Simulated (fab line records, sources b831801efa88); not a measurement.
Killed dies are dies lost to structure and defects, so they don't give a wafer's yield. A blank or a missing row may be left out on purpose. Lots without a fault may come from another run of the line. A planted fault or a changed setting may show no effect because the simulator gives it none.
A struck lot beside a sound one | flow sky130 | 21 steps out of a route of 708
Sound: wafers L419.2, L419.3, L419.4. Struck: wafers L423.3, L423.4, L423.6. The cause comes at the end.
At each step with rows: each side's tool, then ch and its chambers, then its first start. Under that, the readings that differ: sound wafers | struck wafers | difference of the means | sigmas: that difference in standard deviations of wafers without a fault.
alike: readings whose means differ by less than 2 such deviations, and words and numbers that are the same on both sides. not compared: withheld readings, readings that some wafer has no value for, bounds like >300 that may hide the same value, and numbers for which the record gives no deviation and whose values overlap.
The two part at a step that has a row with sigmas, a row that says differs or no value, or rows on one side only. Numbers that don't overlap but have no deviation are shown without sigmas and don't part them. A reading that every wafer of one side lacks parts them only if that side has two wafers or more.

first, 6 steps without rows for these wafers: SKY_DNWELL_COAT_02 (resist thk 3000 nm); SKY_DNWELL_SOFTBAKE_03; SKY_DNWELL_EXPOSE_04 (exposes mask DNM, target cd 3000 nm); SKY_DNWELL_PEB_05; SKY_DNWELL_DEVELOP_06 (develop time 60 s); SKY_DNWELL_IMPLANT_07.
SKY_DNWELL_STRIP_08: strips in O2/N2.
  sound on plasma_asher-02 ch 0,1, day 4 16:50; struck on plasma_asher-02 ch 0,1, day 5 06:41
  alike: drypump_motor_current_A, n2_flow_sccm, oes_product_au, strip_time_to_endpoint_s
  not compared: rf_hours_counter_h
SKY_DNWELL_TW_MEAS_09:
  sound on film_metro-04, day 4 16:56; struck on film_metro-03, day 5 06:46
  alike: DNWELL_TW
then, 4 steps without rows for these wafers: SKY_PWDE_DEHYDRATE_00 (time 60 s); SKY_PWDE_HMDS_01 (prime time 60 s); SKY_PWDE_COAT_02 (resist thk 3000 nm); SKY_PWDE_SOFTBAKE_03.
SKY_PWDE_EXPOSE_04: exposes mask PWDEM, target cd 840 nm.
  sound on iline_stepper-02 ch 0, day 5 01:26; struck on iline_stepper-02 ch 0, day 5 15:36
  reading | sound                   | struck            | difference | sigmas
  mask    | PWDEM#0 PWDEM#0 PWDEM#0 | NWM#0 NWM#0 NWM#0 | differs    |
then, 2 steps without rows for these wafers: SKY_PWDE_PEB_05; SKY_PWDE_DEVELOP_06 (develop time 60 s).
SKY_PWDE_OVL_MEAS_07:
  sound on overlay-01, day 5 10:23; struck on overlay-02, day 6 01:01
  reading       | sound       | struck | difference                    | sigmas
  PWDE_OVL (nm) | 0.2 0.0 0.1 | - - -  | no value on the struck wafers |
then, 1 step without rows for these wafers: SKY_PWDE_IMPLANT_08.
SKY_PWDE_STRIP_09: strips in O2/N2.
  sound on plasma_asher-03 ch 0,1, day 5 10:40; struck on plasma_asher-03 ch 0,1, day 6 01:14
  alike: drypump_motor_current_A, n2_flow_sccm, oes_product_au, strip_time_to_endpoint_s
  not compared: rf_hours_counter_h
SKY_PWDE_TW_MEAS_10:
  sound on film_metro-02, day 5 10:46; struck on film_metro-03, day 6 01:19
  reading | sound             | struck         | difference | sigmas
  PWDE_TW | 372.9 373.2 371.6 | 30.1 29.9 30.1 | -342.5     | -99 or more
then, 1 step without rows for these wafers: SKY_NWELL_DEHYDRATE_03 (time 60 s).
-- the record jumps here: 42 days lie between the struck wafers' starts before and after (it left off in module NWELL and takes up again in module PAD_OPEN, whose first step shown is number 708 of the route) --
SKY_PAD_OPEN_PROBE_99:
  sound on prober-02, day 47 11:05; struck on prober-02, day 48 03:34
  reading             | sound    | struck      | difference | sigmas
  killed_at_front_end | 5 6 13   | 416 431 430 | +418       | +93
  killed_dies         | 80 57 81 | 492 492 492 | +419       | +42
  killed_on_rim       | 15 14 28 | 96 96 96    | +77        | +20
  alike: killed_at_M0_to_M3, killed_at_M4_up, killed_at_contacts, killed_at_other, killed_open, killed_short

WHERE THEY PART
First at SKY_PWDE_EXPOSE_04; last, within this record, at SKY_PAD_OPEN_PROBE_99.

WHY: what the simulator had put in
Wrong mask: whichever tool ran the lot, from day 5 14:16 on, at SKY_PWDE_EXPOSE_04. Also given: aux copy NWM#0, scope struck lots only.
